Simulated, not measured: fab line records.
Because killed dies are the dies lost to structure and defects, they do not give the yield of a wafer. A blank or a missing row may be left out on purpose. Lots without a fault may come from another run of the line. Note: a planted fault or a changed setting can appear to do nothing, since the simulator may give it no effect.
Matching of chambers | flow sky130 | 3 sister chambers for SKY_VIA3_HDPCVD_00 on hdpcvd-02
The step deposits SiO2, target thk 1635 nm, time 272.5 s. 5 wafers are shown with their chamber, then 6 later ones without.

## WAFERS WITH THEIR CHAMBER
wafer  | chamber | sih4_flow_sccm (sccm)
L257.6 | 1       | 59.85
L260.5 | 0       | 59.84
L260.6 | 2       | 60.19
L263.2 | 1       | 60.25
L263.3 | 2       | 59.82

## WAFERS WHOSE CHAMBER IS MISSING
wafer  | sih4_flow_sccm (sccm)
L263.5 | 60.14
L264.2 | 60.08
L264.4 | 59.79
L267.1 | 59.92
L267.4 | 60.12
L267.5 | 59.68

## WHICH CHAMBER EACH ONE RAN IN
wafer  | from the rows above          | in truth
L263.5 | can't be placed: 1 or 2 or 0 | 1
L264.2 | can't be placed: 1 or 2 or 0 | 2
L264.4 | can't be placed: 0 or 2 or 1 | 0
L267.1 | can't be placed: 0 or 2 or 1 | 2
L267.4 | can't be placed: 1 or 2 or 0 | 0
L267.5 | can't be placed: 0 or 2 or 1 | 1
Correct placement for 0 of the 6. Can't be placed from these rows: 6 (the true chamber is among the candidates in 6). 0 placed wrongly.
How it was worked out, from the rows above alone: a wafer's distance from a chamber is the root of the sum, over the readings, of the square of ((its reading less the chamber's mean) divided by the reading's scatter). If the next closest chamber is less than 2 further off than the closest, the wafer can't be placed; otherwise it belongs to the closest. For every chamber, the mean is computed from those of its wafers that are shown. How the scatter is found: for the shown wafers, subtract from each reading the mean of its chamber, square and add these, divide the total by (wafers less chambers), then take the root.
